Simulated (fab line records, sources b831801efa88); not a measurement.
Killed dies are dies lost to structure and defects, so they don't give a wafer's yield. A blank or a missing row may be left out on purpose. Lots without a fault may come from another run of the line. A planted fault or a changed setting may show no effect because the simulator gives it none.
fab line records | flow sky130
record lots=24 wafers=72 last_day=51
route steps=708 shown FIELD_ISO@5 NWELL@63 GATE_OXIDE@201 POLY_GATE@236 LDD_HVP@288 SPACER@305
lots that met no fault: from a run of the same line without faults
start_h: hours from the record's first day to the start of the lot's first wafer shown | wait_h: hours since the lot's step before | " the same as in the row above | L1.1+2: a row that stands for several wafers | - no value, or no start given | * or withheld: withheld | < > ~ a bound
route shown NAME@n: a module of which the file shows steps, and the number in the route of the first | usual: mean/standard deviation of fault-free wafers | same: alike in all rows | chamber/n: place in a boat | sites: the reading at each site | _std_site: their standard deviation | _edge_site: outer sites' mean less inner sites' | radius_mm: how far each site lies from the wafer's centre | mask NAME#n: copy n | behind: the tool/chamber that last shaped the wafer | hold: why the lot was held/for how many hours/how that ended | device: the transistor (n, p or np) that didn't switch | end of line: the same wafers' tests at the end of the route | a step without rows: its recipe alone | killed: dies lost to structure and defects at the first sort, not the wafer's yield | map: a wafer's dies, x killed, . not, _ none there
set.NAME: the setting as run; set.NAME@STEP: as run at that earlier step | model.NAME: the simulator's own value behind a step, which no gauge read
steps of the route over a sample of lots; a table a step, a row a wafer
## steps
# step SKY_FIELD_ISO_THK_MEAS_04
# recipe reads=Si3N4_of_FIELD_ISO_CVD_03
# usual FIELD_ISO_CVD_03_THK=165.7/1.4
# columns lot.wafer tool chamber start_h wait_h FIELD_ISO_CVD_03_THK[nm]
L074.1 film_metro-02 - 16.09 0.0 164.3
L074.3 " - " " 164.4
L074.6 " - " " 163.9
L075.2 film_metro-01 - 19.35 0.0 163.4
L075.3 " - " " 163.6
L075.4 " - " " 163.8
L076.1 film_metro-02 - 24.07 0.0 166.0
L076.3 " - " " 166.4
L076.5 " - " " 166.0
L077.1 film_metro-02 - 29.66 0.0 164.1
L077.2 " - " " 164.7
L077.3 " - " " 165.0
L078.2 film_metro-02 - 34.77 0.0 166.4
L078.5 " - " " 165.9
L078.6 " - " " 165.5
L079.2 film_metro-01 - 38.49 0.0 165.4
L079.5 " - " " 164.9
L079.6 " - " " 166.1
L080.2 film_metro-04 - 44.22 0.0 164.3
L080.4 " - " " 165.3
L080.6 " - " " 164.3
L081.4 film_metro-02 - 48.51 0.0 165.1
L081.5 " - " " 164.9
L081.6 " - " " 165.8
L082.2 film_metro-01 - 53.77 0.0 166.4
L082.4 " - " " 165.8
L082.6 " - " " 166.5
L083.1 film_metro-04 - 59.31 0.0 167.7
L083.3 " - " " 167.5
L083.5 " - " " 167.2
L084.1 film_metro-02 - 65.98 0.0 164.7
L084.5 " - " " 165.0
L084.6 " - " " 164.0
L085.1 film_metro-02 - 71.69 0.0 167.3
L085.5 " - " " 164.6
L085.6 " - " " 166.6
L086.1 film_metro-01 - 74.52 0.0 165.3
L086.4 " - " " 164.3
L086.5 " - " " 162.4
L087.1 film_metro-04 - 78.48 0.0 165.4
L087.2 " - " " 165.2
L087.6 " - " " 163.9
L088.2 film_metro-02 - 86.14 0.0 166.6
L088.3 " - " " 166.6
L088.5 " - " " 169.0
L089.2 film_metro-04 - 90.49 0.0 163.4
L089.3 " - " " 166.4
L089.5 " - " " 165.9
L090.1 film_metro-04 - 94.21 0.0 164.8
L090.2 " - " " 165.3
L090.6 " - " " 164.4
L091.1 film_metro-01 - 99.80 0.0 165.1
L091.4 " - " " 166.4
L091.5 " - " " 166.4
L092.3 film_metro-02 - 104.45 0.0 166.6
L092.4 " - " " 166.6
L092.6 " - " " 166.7
L093.2 film_metro-04 - 109.38 0.0 168.3
L093.4 " - " " 169.1
L093.6 " - " " 169.0
L094.1 film_metro-02 - 114.02 0.0 167.4
L094.2 " - " " 168.9
L094.6 " - " " 166.5
L095.1 film_metro-02 - 118.48 0.0 165.3
L095.4 " - " " 166.2
L095.5 " - " " 166.8
L096.1 film_metro-01 - 124.64 0.0 164.8
L096.3 " - " " 165.8
L096.6 " - " " 166.1
L097.4 film_metro-01 - 128.51 0.0 167.2
L097.5 " - " " 166.4
L097.6 " - " " 168.0
# step SKY_NWELL_OVL_MEAS_10
# usual NWELL_00_OVL=1.7/1.5
# columns lot.wafer tool chamber start_h wait_h NWELL_00_OVL[nm]
L074.1 overlay-01 - 85.46 - 1.0
L074.3 " - " " 1.4
L074.6 " - " " -0.9
L075.2 overlay-02 - 91.17 - 0.9
L075.3 " - " " 2.0
L075.4 " - " " -0.5
L076.1 overlay-01 - 96.31 - 2.6
L076.3 " - " " 3.0
L076.5 " - " " 3.4
L077.1 overlay-02 - 100.21 - -1.0
L077.2 " - " " 0.9
L077.3 " - " " 3.0
L078.2 overlay-01 - 107.97 - 0.5
L078.5 " - " " -1.1
L078.6 " - " " 0.5
L079.2 overlay-02 - 111.72 - -2.0
L079.5 " - " " 1.8
L079.6 " - " " 2.1
L080.2 overlay-01 - 123.17 - 2.8
L080.4 " - " " 1.6
L080.6 " - " " 1.2
L081.4 overlay-01 - 133.18 - 0.6
L081.5 " - " " 0.9
L081.6 " - " " 0.7
L082.2 overlay-02 - 136.57 - 2.3
L082.4 " - " " 2.5
L082.6 " - " " 2.9
L083.1 overlay-02 - 140.02 - 6.0
L083.3 " - " " 6.6
L083.5 " - " " 2.0
L084.1 overlay-01 - 148.21 - 3.0
L084.5 " - " " 2.4
L084.6 " - " " 4.3
L085.1 overlay-01 - 148.51 - -0.6
L085.5 " - " " 0.8
L085.6 " - " " -0.5
L086.1 overlay-02 - 159.12 - 0.6
L086.4 " - " " 2.5
L086.5 " - " " 3.2
L087.1 overlay-01 - 159.96 - 2.1
L087.2 " - " " 2.4
L087.6 " - " " -0.3
L088.2 overlay-02 - 164.62 - 0.2
L088.3 " - " " -1.9
L088.5 " - " " 0.7
L089.2 overlay-01 - 173.57 - 3.8
L089.3 " - " " 0.8
L089.5 " - " " 1.8
L090.1 overlay-02 - 174.27 - 2.8
L090.2 " - " " 1.4
L090.6 " - " " 1.7
L091.1 overlay-02 - 179.47 - 2.8
L091.4 " - " " 1.9
L091.5 " - " " 2.0
L092.3 overlay-01 - 186.38 - 3.0
L092.4 " - " " 2.5
L092.6 " - " " 0.6
L093.2 overlay-01 - 198.12 - 2.0
L093.4 " - " " 2.4
L093.6 " - " " 2.6
L094.1 overlay-01 - 214.46 - 0.0
L094.2 " - " " -0.3
L094.6 " - " " 4.1
L096.1 overlay-01 - 218.96 - 0.9
L096.3 " - " " -0.1
L096.6 " - " " 2.0
L095.1 overlay-01 - 219.31 - 3.1
L095.4 " - " " 3.5
L095.5 " - " " 2.8
L097.4 overlay-01 - 227.18 - 2.4
L097.5 " - " " 2.6
L097.6 " - " " 2.9
# step SKY_GATE_OXIDE_TW_MEAS_14
# usual GATE_OXIDE_TW=224.8/0.9
# columns lot.wafer tool chamber start_h wait_h GATE_OXIDE_TW
L074.1 film_metro-04 - 303.06 0.1 223.2
L074.3 " - " " 224.4
L074.6 " - " " 224.5
L075.2 film_metro-01 - 311.86 0.1 225.3
L075.3 " - " " 226.9
L075.4 " - " " 225.7
L076.1 film_metro-04 - 321.60 0.1 225.4
L076.3 " - " " 225.7
L076.5 " - " " 224.4
L077.1 film_metro-04 - 327.71 0.1 225.3
L077.2 " - " " 223.4
L077.3 " - " " 224.0
L078.2 film_metro-03 - 339.46 0.1 224.7
L078.5 " - " " 227.2
L078.6 " - " " 225.8
L079.2 film_metro-03 - 344.69 0.1 224.8
L079.5 " - " " 225.6
L079.6 " - " " 225.4
L080.2 film_metro-01 - 360.51 0.1 224.4
L080.4 " - " " 224.4
L080.6 " - " " 226.4
L081.4 film_metro-03 - 374.88 0.1 224.6
L081.5 " - " " 223.8
L081.6 " - " " 223.4
L082.2 film_metro-03 - 381.31 0.1 224.3
L082.4 " - " " 225.2
L082.6 " - " " 223.8
L083.1 film_metro-01 - 386.05 0.1 223.9
L083.3 " - " " 223.0
L083.5 " - " " 224.4
L084.1 film_metro-01 - 396.76 0.1 223.5
L084.5 " - " " 225.0
L084.6 " - " " 224.9
L085.1 film_metro-04 - 401.25 0.1 224.0
L085.5 " - " " 224.9
L085.6 " - " " 224.0
L086.1 film_metro-03 - 415.00 0.1 225.4
L086.4 " - " " 226.3
L086.5 " - " " 226.2
L087.1 film_metro-04 - 416.21 0.1 224.8
L087.2 " - " " 224.4
L087.6 " - " " 226.1
L088.2 film_metro-04 - 428.02 0.1 224.7
L088.3 " - " " 224.7
L088.5 " - " " 225.3
L090.1 film_metro-03 - 440.50 0.1 225.8
L090.2 " - " " 227.3
L090.6 " - " " 225.1
L089.2 film_metro-01 - 441.33 0.1 224.9
L089.3 " - " " 225.3
L089.5 " - " " 225.1
L091.1 film_metro-01 - 450.72 0.1 225.3
L091.4 " - " " 224.8
L091.5 " - " " 226.2
L092.3 film_metro-04 - 458.68 0.1 225.7
L092.4 " - " " 225.6
L092.6 " - " " 225.3
L093.2 film_metro-01 - 477.46 0.1 225.2
L093.4 " - " " 225.2
L093.6 " - " " 225.6
L094.1 film_metro-03 - 496.66 0.1 224.9
L094.2 " - " " 225.4
L094.6 " - " " 223.8
L095.1 film_metro-01 - 506.50 0.1 224.2
L095.4 " - " " 223.7
L095.5 " - " " 223.8
L096.1 film_metro-04 - 507.05 0.1 224.4
L096.3 " - " " 224.9
L096.6 " - " " 224.3
L097.4 film_metro-01 - 515.43 0.1 224.1
L097.5 " - " " 223.8
L097.6 " - " " 224.2
# step SKY_POLY_GATE_CD_MEAS_22
# usual cd_nm=148.6/2.3
# columns lot.wafer tool chamber start_h wait_h cd_nm
L074.1 cd_sem-02 - 366.08 0.1 147.3
L074.3 " - " " 148.8
L074.6 " - " " 152.3
L075.2 cd_sem-01 - 375.95 0.1 149.3
L075.3 " - " " 146.6
L075.4 " - " " 149.7
L076.1 cd_sem-02 - 388.45 0.1 146.9
L076.3 " - " " 150.1
L076.5 " - " " 147.4
L077.1 cd_sem-01 - 395.89 0.1 147.0
L077.2 " - " " 152.9
L077.3 " - " " 149.0
L078.2 cd_sem-02 - 403.95 0.1 146.3
L078.5 " - " " 144.0
L078.6 " - " " 146.9
L079.2 cd_sem-02 - 410.07 0.1 148.7
L079.5 " - " " 149.9
L079.6 " - " " 147.0
L080.2 cd_sem-01 - 427.97 0.1 150.1
L080.4 " - " " 151.4
L080.6 " - " " 150.4
L081.4 cd_sem-02 - 444.35 0.1 151.8
L081.5 " - " " 151.4
L081.6 " - " " 151.6
L082.2 cd_sem-02 - 449.52 0.1 149.8
L082.4 " - " " 150.1
L082.6 " - " " 150.8
L083.1 cd_sem-01 - 454.62 0.1 147.8
L083.3 " - " " 146.5
L083.5 " - " " 150.4
L084.1 cd_sem-02 - 468.55 0.1 151.9
L084.5 " - " " 151.4
L084.6 " - " " 148.4
L085.1 cd_sem-02 - 473.08 0.1 146.5
L085.5 " - " " 145.3
L085.6 " - " " 148.3
L086.1 cd_sem-02 - 484.51 0.1 146.8
L086.4 " - " " 148.3
L086.5 " - " " 148.2
L087.1 cd_sem-02 - 486.61 0.1 149.0
L087.2 " - " " 149.9
L087.6 " - " " 149.6
L088.2 cd_sem-01 - 499.64 0.1 153.4
L088.3 " - " " 151.2
L088.5 " - " " 149.3
L090.1 cd_sem-02 - 510.61 0.1 146.6
L090.2 " - " " 146.3
L090.6 " - " " 149.0
L089.2 cd_sem-02 - 514.25 0.1 152.4
L089.3 " - " " 150.9
L089.5 " - " " 147.7
L091.1 cd_sem-01 - 521.47 0.1 150.7
L091.4 " - " " 151.0
L091.5 " - " " 148.3
L092.3 cd_sem-02 - 528.29 0.2 148.6
L092.4 " - " " 151.1
L092.6 " - " " 149.7
L093.2 cd_sem-02 - 545.64 0.1 148.9
L093.4 " - " " 147.1
L093.6 " - " " 150.0
L094.1 cd_sem-01 - 563.66 0.1 148.3
L094.2 " - " " 146.6
L094.6 " - " " 143.3
L095.1 cd_sem-02 - 575.21 0.1 148.4
L095.4 " - " " 149.6
L095.5 " - " " 145.5
L096.1 cd_sem-01 - 576.33 0.2 149.4
L096.3 " - " " 147.1
L096.6 " - " " 151.0
L097.4 cd_sem-02 - 586.04 0.1 148.8
L097.5 " - " " 146.3
L097.6 " - " " 149.3
# step SKY_LDD_HVP_TW_MEAS_10
# usual LDD_HVP_TW=456.8/2.1
# columns lot.wafer tool chamber start_h wait_h LDD_HVP_TW
L074.1 film_metro-02 - 489.95 0.1 460.1
L074.3 " - " " 456.5
L074.6 " - " " 455.6
L075.2 film_metro-02 - 498.76 0.1 454.5
L075.3 " - " " 455.7
L075.4 " - " " 454.5
L076.1 film_metro-01 - 512.95 0.1 458.0
L076.3 " - " " 456.7
L076.5 " - " " 455.5
L077.1 film_metro-03 - 522.69 0.1 454.9
L077.2 " - " " 454.2
L077.3 " - " " 453.8
L078.2 film_metro-02 - 527.55 0.1 455.0
L078.5 " - " " 453.9
L078.6 " - " " 457.1
L079.2 film_metro-01 - 538.60 0.1 457.8
L079.5 " - " " 457.6
L079.6 " - " " 456.9
L080.2 film_metro-02 - 554.01 0.1 456.2
L080.4 " - " " 457.3
L080.6 " - " " 459.8
L081.4 film_metro-01 - 570.92 0.1 458.3
L081.5 " - " " 458.4
L081.6 " - " " 458.3
L082.2 film_metro-03 - 574.81 0.1 460.2
L082.4 " - " " 460.4
L082.6 " - " " 463.6
L083.1 film_metro-03 - 580.90 0.1 454.9
L083.3 " - " " 455.1
L083.5 " - " " 456.6
L084.1 film_metro-03 - 592.60 0.1 456.4
L084.5 " - " " 458.4
L084.6 " - " " 455.7
L085.1 film_metro-01 - 599.50 0.1 458.0
L085.5 " - " " 455.7
L085.6 " - " " 455.6
L086.1 film_metro-02 - 608.90 0.1 455.2
L086.4 " - " " 455.6
L086.5 " - " " 459.0
L087.1 film_metro-02 - 612.14 0.1 455.0
L087.2 " - " " 456.7
L087.6 " - " " 457.2
L088.2 film_metro-03 - 622.85 0.1 455.7
L088.3 " - " " 457.3
L088.5 " - " " 457.6
L089.2 film_metro-02 - 636.45 0.1 453.2
L089.3 " - " " 451.3
L089.5 " - " " 449.8
L090.1 film_metro-01 - 637.35 0.1 458.0
L090.2 " - " " 459.7
L090.6 " - " " 458.6
L091.1 film_metro-03 - 644.45 0.1 458.6
L091.4 " - " " 460.1
L091.5 " - " " 457.5
L092.3 film_metro-02 - 649.72 0.1 455.7
L092.4 " - " " 459.7
L092.6 " - " " 456.6
L093.2 film_metro-01 - 664.66 0.1 454.0
L093.4 " - " " 456.1
L093.6 " - " " 455.7
L094.1 film_metro-02 - 682.85 0.1 456.7
L094.2 " - " " 456.0
L094.6 " - " " 457.3
L095.1 film_metro-03 - 693.05 0.1 458.2
L095.4 " - " " 458.1
L095.5 " - " " 456.6
L096.1 film_metro-01 - 694.15 0.1 456.9
L096.3 " - " " 458.9
L096.6 " - " " 455.3
L097.4 film_metro-01 - 703.67 0.1 458.1
L097.5 " - " " 456.3
L097.6 " - " " 456.2
# step SKY_SPACER_THK_MEAS_01
# recipe reads=Si3N4_of_SPACER_CVD_00
# usual SPACER_CVD_00_THK=43.0/0.36
# columns lot.wafer tool chamber start_h wait_h SPACER_CVD_00_THK[nm]
L074.1 film_metro-03 - 526.93 0.0 42.7
L074.3 " - " " 43.1
L074.6 " - " " 42.9
L075.2 film_metro-03 - 532.75 0.0 43.3
L075.3 " - " " 43.4
L075.4 " - " " 43.2
L076.1 film_metro-01 - 545.67 0.0 43.1
L076.3 " - " " 43.2
L076.5 " - " " 43.3
L077.1 film_metro-01 - 556.44 0.0 42.8
L077.2 " - " " 43.0
L077.3 " - " " 42.8
L078.2 film_metro-04 - 560.41 0.0 42.3
L078.5 " - " " 42.5
L078.6 " - " " 42.6
L079.2 film_metro-01 - 571.49 0.0 42.7
L079.5 " - " " 42.7
L079.6 " - " " 43.1
L080.2 film_metro-04 - 587.05 0.0 43.1
L080.4 " - " " 43.1
L080.6 " - " " 43.1
L081.4 film_metro-04 - 602.79 0.0 42.8
L081.5 " - " " 42.2
L081.6 " - " " 42.4
L082.2 film_metro-03 - 607.95 0.0 42.7
L082.4 " - " " 42.6
L082.6 " - " " 42.5
L083.1 film_metro-01 - 612.72 0.0 42.7
L083.3 " - " " 42.8
L083.5 " - " " 42.6
L084.1 film_metro-01 - 623.91 0.0 42.6
L084.5 " - " " 42.7
L084.6 " - " " 42.6
L085.1 film_metro-01 - 629.77 0.0 43.3
L085.5 " - " " 43.7
L085.6 " - " " 43.2
L086.1 film_metro-04 - 639.91 0.0 42.8
L086.4 " - " " 42.9
L086.5 " - " " 43.5
L087.1 film_metro-03 - 643.27 0.0 43.3
L087.2 " - " " 43.5
L087.6 " - " " 43.0
L088.2 film_metro-01 - 653.68 0.0 43.4
L088.3 " - " " 43.3
L088.5 " - " " 43.3
L089.2 film_metro-01 - 667.63 0.0 43.5
L089.3 " - " " 43.2
L089.5 " - " " 43.9
L090.1 film_metro-03 - 670.18 0.0 43.0
L090.2 " - " " 43.4
L090.6 " - " " 43.2
L091.1 film_metro-04 - 676.55 0.0 43.1
L091.4 " - " " 43.1
L091.5 " - " " 43.1
L092.3 film_metro-03 - 681.26 0.0 42.5
L092.4 " - " " 42.5
L092.6 " - " " 42.5
L093.2 film_metro-03 - 695.96 0.0 43.0
L093.4 " - " " 43.2
L093.6 " - " " 42.9
L094.1 film_metro-01 - 713.12 0.0 43.1
L094.2 " - " " 43.5
L094.6 " - " " 43.3
L095.1 film_metro-04 - 723.73 0.0 43.4
L095.4 " - " " 43.0
L095.5 " - " " 42.8
L096.1 film_metro-01 - 725.53 0.0 43.2
L096.3 " - " " 42.9
L096.6 " - " " 42.9
L097.4 film_metro-01 - 733.80 0.0 43.7
L097.5 " - " " 43.8
L097.6 " - " " 43.5
## key
fault none
